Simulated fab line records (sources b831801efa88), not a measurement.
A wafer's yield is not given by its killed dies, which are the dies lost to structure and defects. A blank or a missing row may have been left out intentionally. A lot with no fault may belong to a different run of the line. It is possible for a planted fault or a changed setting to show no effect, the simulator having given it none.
fab line records	flow gf180mcu
record: lots: 11	wafers: 33	lastDay: 34
route steps=602 shown HV_LDD@233 CONTACT@311 M1@331
lots with no fault: from the same line, run without faults
startH: the number of hours between the record's first day and the start of the first shown wafer of the lot	waitH: hours since the lot's step before	" same as the row above	L1.1+2: one row covering several wafers at once	- either no value or no given start	* or withheld: withheld	< > ~ a bound
route shown NAME@n: NAME is a module with steps in the file, n the number in the route of the first one	usual: mean and standard deviation over wafers with no fault	same: alike in all rows	chamber/n: place in a boat	sites: per-site readings	_std_site: standard deviation of those values	_edge_site: outer sites' mean less inner sites'	radiusMm: how far each site lies from the wafer's centre	mask NAME#n: copy n	behind: tool/chamber where the wafer was last shaped	hold: reason for holding the lot/hours on hold/outcome of the hold	device: the transistor (n, p or np) that didn't switch	end of line: tests run on the same wafers once the route is complete	a step without rows: its recipe alone	killed: dies that structure and defects cost at the first sort, which is not the same as the wafer's yield	map: a wafer's dies, marking killed ones x, the rest . and places with no die _
set.NAME: setting as actually run; set.NAME@STEP: the setting as run at that earlier step	model.NAME: the simulator's own value behind a step, which no gauge read
the route's steps for a sample of lots (tables are steps, rows are wafers)
services: when a tool's chamber went out of use (startH, in hours from the record's first day, below 0 if earlier), for how many hours, and the reason
== steps ==
step: GF_HV_LDD_THK_MEAS_57
recipe: reads: Si3N4_of_HV_LDD_CVD_56
usual: HV_LDD_CVD_56_THK: 90.1/0.67
lot.wafer	tool	chamber	startH	waitH	HV_LDD_CVD_56_THK[nm]
L815.4	filmMetro-02	-	279.00	0.0	91.1
L815.5	"	-	"	"	91.0
L815.6	"	-	"	"	90.9
L816.2	filmMetro-03	-	289.33	0.0	90.2
L816.3	"	-	"	"	89.4
L816.4	"	-	"	"	89.7
L817.1	filmMetro-03	-	298.57	0.0	90.6
L817.2	"	-	"	"	90.7
L817.6	"	-	"	"	90.3
L824.1	filmMetro-04	-	360.98	0.0	89.5
L824.3	"	-	"	"	89.2
L824.4	"	-	"	"	89.9
L825.1	filmMetro-03	-	368.56	0.0	90.0
L825.3	"	-	"	"	89.8
L825.6	"	-	"	"	89.9
L826.4	filmMetro-03	-	377.58	0.0	90.6
L826.5	"	-	"	"	90.7
L826.6	"	-	"	"	90.5
L828.1	filmMetro-04	-	391.70	0.0	89.6
L828.5	"	-	"	"	89.9
L828.6	"	-	"	"	89.9
L832.2	filmMetro-04	-	425.66	0.0	91.4
L832.4	"	-	"	"	90.8
L832.5	"	-	"	"	90.3
L833.1	filmMetro-02	-	441.22	0.0	91.4
L833.2	"	-	"	"	91.4
L833.4	"	-	"	"	90.8
L835.2	filmMetro-04	-	456.01	0.0	90.2
L835.5	"	-	"	"	90.3
L835.6	"	-	"	"	90.6
L837.1	filmMetro-04	-	467.99	0.0	89.9
L837.2	"	-	"	"	90.0
L837.3	"	-	"	"	90.3
step: GF_CONTACT_CVD_24
recipe: material: W	targetThkNm: 300	timeS: 90.339	tempC: 400	pressureTorr: 40
usual: heaterPowerOuterW: 563/38	heaterPowerW: 908/77	susceptorTempC: 400.01/0.22
same: timeS: 90.339
lot.wafer	tool	chamber	startH	waitH	heaterPowerOuterW	heaterPowerW	susceptorTempC
L815.4	cvdW-01	0	362.90	0.1	542	828	400.32
L815.5	"	1	"	"	651	1086	399.90
L815.6	"	0	"	"	537	834	399.82
L816.2	cvdW-01	0	373.43	0.0	532	821	399.89
L816.3	"	1	"	"	651	1125	399.79
L816.4	"	0	"	"	544	837	400.00
L817.1	cvdW-01	1	384.97	0.0	674	1123	400.01
L817.2	"	0	"	"	536	823	399.83
L817.6	"	0	"	"	529	847	399.96
L824.1	cvdW-02	1	458.30	0.0	566	883	400.16
L824.3	"	1	"	"	557	872	399.80
L824.4	"	0	"	"	428	742	372.82
L825.1	cvdW-02	0	466.32	0.0	436	721	372.34
L825.3	"	1	"	"	555	867	399.88
L825.6	"	0	"	"	429	770	372.61
L826.4	cvdW-02	0	475.12	0.0	435	729	372.60
L826.5	"	1	"	"	561	882	400.16
L826.6	"	0	"	"	441	728	372.64
L828.1	cvdW-01	0	491.73	0.0	565	855	399.38
L828.5	"	0	"	"	567	853	399.92
L828.6	"	1	"	"	614	1019	400.33
L832.2	cvdW-01	1	524.67	0.0	624	1007	400.45
L832.4	"	0	"	"	583	880	399.81
L832.5	"	0	"	"	562	874	399.82
L833.1	cvdW-02	1	539.44	0.0	536	870	399.95
L833.2	"	0	"	"	528	887	400.29
L833.4	"	0	"	"	532	872	400.37
L835.2	cvdW-02	0	551.58	0.1	545	889	400.24
L835.5	"	0	"	"	521	888	399.97
L835.6	"	0	"	"	518	899	400.29
L837.1	cvdW-02	1	563.83	0.0	579	893	400.03
L837.2	"	0	"	"	522	885	399.61
L837.3	"	0	"	"	525	878	399.72
step: GF_CONTACT_RS_MEAS_25
recipe: thkMeasGauge: four-point-probe	reads: W_of_CONTACT_CVD_24+TiN_of_CONTACT_SPUTTER_23+Ti_of_CONTACT_SPUTTER_22
usual: CONTACT_W_RS: 0.380/0.0038
lot.wafer	tool	chamber	startH	waitH	CONTACT_W_RS[ohm/sq]
L815.4	filmMetro-04	-	363.03	0.1	0.375
L815.5	"	-	"	"	0.375
L815.6	"	-	"	"	0.381
L816.2	filmMetro-04	-	373.55	0.1	0.379
L816.3	"	-	"	"	0.380
L816.4	"	-	"	"	0.383
L817.1	filmMetro-04	-	385.07	0.1	0.380
L817.2	"	-	"	"	0.385
L817.6	"	-	"	"	0.385
L824.1	filmMetro-02	-	458.40	0.1	0.386
L824.3	"	-	"	"	0.388
L824.4	"	-	"	"	0.636
L825.1	filmMetro-03	-	466.42	0.1	0.633
L825.3	"	-	"	"	0.381
L825.6	"	-	"	"	0.630
L826.4	filmMetro-03	-	475.25	0.1	0.631
L826.5	"	-	"	"	0.377
L826.6	"	-	"	"	0.629
L828.1	filmMetro-02	-	491.83	0.1	0.379
L828.5	"	-	"	"	0.383
L828.6	"	-	"	"	0.370
L832.2	filmMetro-04	-	524.79	0.1	0.378
L832.4	"	-	"	"	0.384
L832.5	"	-	"	"	0.387
L833.1	filmMetro-04	-	539.54	0.1	0.387
L833.2	"	-	"	"	0.387
L833.4	"	-	"	"	0.385
L835.2	filmMetro-03	-	551.77	0.2	0.377
L835.5	"	-	"	"	0.381
L835.6	"	-	"	"	0.375
L837.1	filmMetro-04	-	563.93	0.1	0.383
L837.2	"	-	"	"	0.379
L837.3	"	-	"	"	0.378
step: GF_CONTACT_THK_MEAS_26
recipe: thkMeasGauge: xrf	reads: W_of_CONTACT_CVD_24
usual: CONTACT_W_THK: 307/3.7
lot.wafer	tool	chamber	startH	waitH	CONTACT_W_THK[nm]
L815.4	filmMetro-04	-	363.12	0.1	312
L815.5	"	-	"	"	311
L815.6	"	-	"	"	306
L816.2	filmMetro-04	-	373.66	0.1	310
L816.3	"	-	"	"	306
L816.4	"	-	"	"	303
L817.1	filmMetro-04	-	385.19	0.1	311
L817.2	"	-	"	"	304
L817.6	"	-	"	"	304
L824.1	filmMetro-02	-	458.52	0.1	302
L824.3	"	-	"	"	299
L824.4	"	-	"	"	184
L825.1	filmMetro-03	-	466.54	0.1	185
L825.3	"	-	"	"	307
L825.6	"	-	"	"	186
L826.4	filmMetro-03	-	475.34	0.1	186
L826.5	"	-	"	"	312
L826.6	"	-	"	"	186
L828.1	filmMetro-02	-	491.95	0.1	308
L828.5	"	-	"	"	303
L828.6	"	-	"	"	316
L832.2	filmMetro-04	-	524.90	0.1	310
L832.4	"	-	"	"	303
L832.5	"	-	"	"	303
L833.1	filmMetro-04	-	539.66	0.1	302
L833.2	"	-	"	"	300
L833.4	"	-	"	"	300
L835.2	filmMetro-03	-	551.88	0.1	310
L835.5	"	-	"	"	308
L835.6	"	-	"	"	314
L837.1	filmMetro-04	-	564.05	0.1	308
L837.2	"	-	"	"	312
L837.3	"	-	"	"	311
step: GF_CONTACT_CMP_27
recipe: stopOn: SiO2	downForcePsi: 3.5	platenRpm: 60	tOverpolishS: 15	targetThkNm: 0	padVelocityMS: 0.94248
usual: motorCurrentA: 12.0/1.8	timeToEndpointS: 73/5
lot.wafer	tool	chamber	startH	waitH	motorCurrentA	timeToEndpointS
L815.4	cmp-01	3	363.30	0.2	12.3	80
L815.5	"	0	"	"	14.8	68
L815.6	"	1	"	"	11.8	81
L816.4	cmp-01	2	373.71	0.0	14.0	68
L816.2	"	3	"	"	12.5	81
L816.3	"	0	"	"	15.2	69
L817.1	cmp-01	1	385.25	0.1	12.0	80
L817.2	"	3	"	"	11.9	81
L817.6	"	1	"	"	11.3	81
L824.4	cmp-01	1	458.63	0.1	11.2	46
L824.1	"	2	"	"	13.1	62
L824.3	"	3	"	"	12.1	74
L825.3	cmp-02	2	467.00	0.4	10.5	76
L825.1	"	3	"	"	10.1	43
L825.6	"	0	"	"	9.2	46
L826.4	cmp-02	1	475.47	0.1	10.6	48
L826.5	"	3	"	"	11.0	76
L826.6	"	0	"	"	9.3	47
L828.1	cmp-02	3	492.11	0.1	10.7	72
L828.6	"	1	"	"	11.2	74
L828.5	"	2	"	"	9.8	73
L832.4	cmp-01	3	525.00	0.1	11.7	74
L832.2	"	0	"	"	14.5	67
L832.5	"	3	"	"	11.8	73
L833.4	cmp-01	1	539.72	0.0	11.9	71
L833.1	"	2	"	"	13.8	65
L833.2	"	0	"	"	14.7	63
L835.2	cmp-01	2	552.03	0.1	13.9	67
L835.6	"	0	"	"	14.9	67
L835.5	"	1	"	"	11.1	73
L837.2	cmp-01	1	564.11	0.0	12.0	84
L837.3	"	2	"	"	13.2	70
L837.1	"	0	"	"	15.6	68
step: GF_M1_METAL_ETCH_16
recipe: chemistry: Cl2/BCl3	maskMaterial: KrF	targetDepthNm: 750.8	stopOn: SiO2	pressureMtorr: 8	icpW: 800	biasW: 140	Cl2_flow_sccm: 80	bcl3FlowSccm: 40	timeS: 125.1
usual: drypumpMotorCurrentA: 5.8/0.43	oesProductAu: 0.987/0.0081	throttleValvePct: 28.233/0.013
same: timeS: 125.1
lot.wafer	tool	chamber	startH	waitH	drypumpMotorCurrentA	oesProductAu	rfHoursCounterH	throttleValvePct
L815.4	rieMetal-04	1	385.84	0.1	5.2	0.957	-	28.272
L815.5	"	1	"	"	5.2	0.976	-	28.258
L815.6	"	1	"	"	5.2	0.979	-	28.258
L816.2	rieMetal-01	1	397.44	0.0	5.8	0.978	6	28.238
L816.3	"	1	"	"	5.8	0.976	-	28.242
L816.4	"	0	"	"	6.4	0.989	-	28.255
L817.1	rieMetal-01	0	409.34	0.0	6.3	0.979	6	28.261
L817.2	"	1	"	"	5.8	0.990	6	28.236
L817.6	"	0	"	"	6.3	0.982	-	28.225
L824.1	rieMetal-01	1	482.69	0.0	5.7	0.971	8	28.255
L824.3	"	0	"	"	6.3	0.975	-	28.235
L824.4	"	1	"	"	5.7	0.980	-	28.241
L825.1	rieMetal-03	1	491.99	0.0	5.2	0.991	11	28.222
L825.3	"	1	"	"	5.1	0.993	-	28.211
L825.6	"	1	"	"	5.2	0.990	-	28.220
L826.4	rieMetal-01	0	499.90	0.1	6.3	0.985	-	28.223
L826.5	"	0	"	"	6.3	0.974	-	28.239
L826.6	"	1	"	"	5.8	0.985	-	28.237
L828.1	rieMetal-03	0	516.12	0.0	5.8	0.993	10	28.235
L828.5	"	1	"	"	5.1	1.002	-	28.228
L828.6	"	0	"	"	5.8	0.994	-	28.235
L832.2	rieMetal-03	0	547.99	0.0	5.8	0.994	11	28.214
L832.4	"	1	"	"	5.2	0.987	-	28.228
L832.5	"	0	"	"	5.8	0.989	-	28.222
L833.1	rieMetal-01	1	562.32	0.0	5.7	0.987	10	28.240
L833.2	"	0	"	"	6.4	0.989	9	28.235
L833.4	"	0	"	"	6.3	0.989	-	28.240
L835.2	rieMetal-03	0	574.77	0.1	5.8	0.988	-	28.235
L835.5	"	0	"	"	5.8	0.998	-	28.229
L835.6	"	0	"	"	5.8	0.990	-	28.232
L837.1	rieMetal-03	0	585.64	0.0	5.8	0.991	13	28.228
L837.2	"	1	"	"	5.2	0.995	0	28.222
L837.3	"	1	"	"	5.1	0.992	-	28.229
step: GF_M1_STRIP_17
recipe: chemistry: O2/N2	powerW: 1400	pressureMtorr: 1500	platenTempC: 250	o2FlowSccm: 3000	n2FlowSccm: 300	overashFraction: 0.5
usual: drypumpMotorCurrentA: 5.8/0.46	heaterPowerW: 349/32	oesProductAu: 0.539/0.0052	stripTimeToEndpointS: 7.41/0.062
lot.wafer	tool	chamber	startH	waitH	drypumpMotorCurrentA	heaterPowerW	oesProductAu	rfHoursCounterH	stripTimeToEndpointS
L815.4	plasmaAsher-02	1	386.00	0.1	5.6	379	0.545	-	7.52
L815.5	"	1	"	"	5.6	370	0.549	-	7.52
L815.6	"	0	"	"	6.3	365	0.550	-	7.52
L816.2	plasmaAsher-04	0	397.57	0.1	4.9	285	0.541	79	7.53
L816.3	"	0	"	"	4.9	290	0.540	-	7.53
L816.4	"	1	"	"	6.3	316	0.541	-	7.48
L817.1	plasmaAsher-02	1	409.47	0.1	5.6	369	0.538	66	7.51
L817.2	"	0	"	"	6.3	370	0.534	66	7.46
L817.6	"	1	"	"	5.6	374	0.543	-	7.48
L824.1	plasmaAsher-02	0	482.82	0.1	6.3	364	0.542	74	7.45
L824.3	"	0	"	"	6.3	364	0.539	-	7.44
L824.4	"	1	"	"	5.6	364	0.538	-	7.40
L825.1	plasmaAsher-02	0	492.12	0.1	6.4	376	0.537	75	7.37
L825.3	"	0	"	"	6.3	361	0.535	-	7.37
L825.6	"	0	"	"	6.4	370	0.534	-	7.30
L826.4	plasmaAsher-02	0	500.02	0.1	6.4	371	0.536	-	7.41
L826.5	"	1	"	"	5.6	381	0.535	-	7.40
L826.6	"	0	"	"	6.3	373	0.538	-	7.41
L828.1	plasmaAsher-03	1	516.25	0.1	5.9	348	0.538	80	7.39
L828.5	"	0	"	"	5.6	362	0.532	-	7.29
L828.6	"	1	"	"	5.9	347	0.537	-	7.38
L832.2	plasmaAsher-03	0	548.12	0.1	5.6	369	0.545	84	7.43
L832.4	"	1	"	"	5.9	341	0.531	-	7.33
L832.5	"	0	"	"	5.6	365	0.539	-	7.36
L833.1	plasmaAsher-03	1	562.45	0.1	5.9	351	0.542	85	7.39
L833.2	"	0	"	"	5.6	375	0.531	85	7.42
L833.4	"	0	"	"	5.6	365	0.535	-	7.41
L835.2	plasmaAsher-02	0	574.98	0.2	6.3	372	0.544	85	7.42
L835.5	"	0	"	"	6.3	365	0.535	-	7.38
L835.6	"	1	"	"	5.6	377	0.522	-	7.37
L837.1	plasmaAsher-03	0	585.77	0.1	5.6	374	0.543	88	7.45
L837.2	"	1	"	"	5.9	354	0.538	88	7.41
L837.3	"	1	"	"	5.9	350	0.539	-	7.40
== services ==
tool	chamber	startH	hours	kind
rieMetal-01	0	350.30	3.0	repair
cvdW-01	-	366.53	2.8	pm
cvdW-01	-	369.49	1.1	repair
plasmaAsher-03	-	372.94	14.6	pm
cvdW-02	-	388.22	0.6	repair
cvdW-01	-	390.00	14.0	pm
cmp-01	-	408.94	4.0	pm
cvdW-01	-	422.65	14.6	pm
cmp-01	-	425.03	0.7	repair
cmp-02	-	429.32	1.4	repair
cvdW-02	-	437.25	6.0	pm
cvdW-01	-	456.91	4.3	pm
cmp-01	-	464.46	4.7	pm
rieMetal-03	-	465.34	14.6	pm
cmp-02	-	469.19	3.8	pm
rieMetal-01	-	476.20	0.9	repair
plasmaAsher-02	-	484.58	0.7	repair
cvdW-01	-	518.24	0.5	repair
cvdW-01	1	545.61	2.9	repair
cvdW-02	1	549.01	12.5	repair
cvdW-01	-	561.04	0.8	repair
cmp-01	-	569.76	6.8	repair
cvdW-02	-	572.16	6.9	pm
rieMetal-01	1	581.76	5.1	repair
== key ==
firstSign: step: GF_CONTACT_CVD_24	reading: susceptorTempC	direction: down	sigmas: 99+	usual: *	struck: *
effect: step: GF_CONTACT_CVD_24	reading: heaterPowerOuterW	direction: down	sigmas: 3.4	usual: 563	struck: 434
effect: step: GF_CONTACT_RS_MEAS_25	reading: CONTACT_W_RS	direction: up	sigmas: 67	usual: 0.380	struck: 0.632
effect: step: GF_CONTACT_THK_MEAS_26	reading: CONTACT_W_THK	direction: down	sigmas: 32	usual: 307	struck: 186
effect: step: GF_CONTACT_CMP_27	reading: timeToEndpointS	direction: down	sigmas: 5.4	usual: *	struck: *
metAt GF_CONTACT_CVD_24
struckLots L824,L825,L826
struckWafers L824.4,L825.1,L825.6,L826.4,L826.6
testerLeftOut L824,L825,L826
notActingAt GF_HV_LDD_THK_MEAS_57,GF_M1_METAL_ETCH_16,GF_M1_STRIP_17
fault: kind: processParameterDrift	tool: cvdW-02	chamber: 0	onsetH: 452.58	steps: GF_CONTACT_CVD_24	channel: tempC	offset: *	shape: step	endH: 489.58	actsIn: *	stated: *
testerLeftOut: of these lots the tester's yield and bins aren't shown, on N5 and GAA mostly nor the transistor test; their killed dies are dies lost to structure and defects alone, not to doping, threshold or leakage, so they don't give the yield
